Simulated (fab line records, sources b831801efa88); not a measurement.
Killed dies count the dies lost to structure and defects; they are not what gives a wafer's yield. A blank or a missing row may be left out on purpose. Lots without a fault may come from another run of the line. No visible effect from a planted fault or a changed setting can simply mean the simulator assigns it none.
Shared-tool check	flow gf180mcu	Sample size 13 lots and 48 wafers

WHAT PROMPTED THE OPENING
At GF_SALICIDE_RS_MEAS_04 the reading SALICIDE_TIN_RS is flagged on 3 of 13 lots. Wafers without a fault read 16.38 ohm/sq, standard deviation 0.27.
Rule: a lot gets a flag if all its wafers with a number sit over 4 standard deviations from that mean, or if no wafer of it has a number. As for the other lots, they are considered sound.

lot	measured	on	SALICIDE_TIN_RS (ohm/sq), wafer by wafer	flag
L610	day 16 11:56	filmMetro-01	16.03 16.43 16.21	
L611	day 17 02:10	filmMetro-04	16.41 16.10 16.55	
L612	day 17 05:32	filmMetro-04	16.55 16.50 16.48	
L613	day 17 19:47	filmMetro-04	16.50 16.23 16.21	
L614	day 18 02:22	filmMetro-01	16.17 16.09 16.09	
L619	day 19 23:23	filmMetro-04	58.05 57.77 57.16 58.00 57.74 57.14	FLAGGED
L620	day 20 02:36	filmMetro-01	57.84 58.37 57.69 57.98 58.24 57.79	FLAGGED
L621	day 20 17:09	filmMetro-02	58.72 60.40 59.23 58.71 60.22 59.01	FLAGGED
L625	day 21 23:29	filmMetro-04	16.08 16.09 16.18	
L626	day 22 04:14	filmMetro-04	15.92 16.04 15.83	
L627	day 22 17:13	filmMetro-04	16.45 16.11 16.42	
L628	day 23 01:05	filmMetro-01	16.38 16.44 16.16	
L629	day 23 10:17	filmMetro-02	16.68 16.62 16.53	
The numbers of the flagged lots are 58.34 ohm/sq on average: +41.96 ohm/sq against the usual, or +99 or more standard deviations.

TOOL THAT RAN EACH LOT
2 process steps preceding the reading are held in the record, out of 602 steps in the route. Read each cell as the tool, then ch plus the chambers that the sampled wafers visited, then the start.
lot	flag	GF_SAB_STRIP_13	GF_SALICIDE_SPUTTER_02
L610		plasmaAsher-01 ch 0,1, day 16 11:41	pvdSputter-02, day 16 11:53
L611		plasmaAsher-03 ch 0,1, day 17 01:55	pvdSputter-03, day 17 02:04
L612		plasmaAsher-04 ch 0,1, day 17 05:17	pvdSputter-01, day 17 05:29
L613		plasmaAsher-01 ch 0,1, day 17 19:32	pvdSputter-01, day 17 19:41
L614		plasmaAsher-03 ch 0,1, day 18 02:07	pvdSputter-02, day 18 02:18
L619	FLAGGED	plasmaAsher-03 ch 0,1, day 19 23:08	pvdSputter-01, day 19 23:20
L620	FLAGGED	plasmaAsher-03 ch 1, day 20 02:20	pvdSputter-02, day 20 02:32
L621	FLAGGED	plasmaAsher-01 ch 0,1, day 20 16:55	pvdSputter-03, day 20 17:06
L625		plasmaAsher-01 ch 0,1, day 21 23:14	pvdSputter-01, day 21 23:23
L626		plasmaAsher-01 ch 0, day 22 03:59	pvdSputter-03, day 22 04:11
L627		plasmaAsher-01 ch 0,1, day 22 16:56	pvdSputter-02, day 22 17:10
L628		plasmaAsher-01 ch 0,1, day 23 00:51	pvdSputter-02, day 23 01:02
L629		plasmaAsher-04 ch 0,1, day 23 10:02	pvdSputter-01, day 23 10:14
What is done by these steps:
- GF_SAB_STRIP_13: strips in O2/N2.
- GF_SALICIDE_SPUTTER_02: material Co, target thk 10 nm, time 20 s.
- GF_SALICIDE_RS_MEAS_04: measures by four-point-probe.

FLAGGED AGAINST TOTAL, ONE TOOL AT A TIME (gauges that did the reading follow at the end)
step	tool	lots run	flagged	share of the flagged lots	sound lots run after its first flagged lot
GF_SAB_STRIP_13	plasmaAsher-01	7	1	some	4 (L625,L626,L627,L628)
GF_SAB_STRIP_13	plasmaAsher-03	4	2	some	0
GF_SAB_STRIP_13	plasmaAsher-04	2	0	none	-
GF_SALICIDE_SPUTTER_02	pvdSputter-01	5	1	some	2 (L625,L629)
GF_SALICIDE_SPUTTER_02	pvdSputter-02	5	1	some	2 (L627,L628)
GF_SALICIDE_SPUTTER_02	pvdSputter-03	3	1	some	1 (L626)
GF_SALICIDE_RS_MEAS_04	filmMetro-01	4	1	some	1 (L628)
GF_SALICIDE_RS_MEAS_04	filmMetro-02	2	1	some	1 (L629)
GF_SALICIDE_RS_MEAS_04	filmMetro-04	7	1	some	3 (L625,L626,L627)

WHAT THE TABLE PERMITS
No row of the table ran every flagged lot.

WHAT HAD BEEN PUT IN BY THE SIMULATOR
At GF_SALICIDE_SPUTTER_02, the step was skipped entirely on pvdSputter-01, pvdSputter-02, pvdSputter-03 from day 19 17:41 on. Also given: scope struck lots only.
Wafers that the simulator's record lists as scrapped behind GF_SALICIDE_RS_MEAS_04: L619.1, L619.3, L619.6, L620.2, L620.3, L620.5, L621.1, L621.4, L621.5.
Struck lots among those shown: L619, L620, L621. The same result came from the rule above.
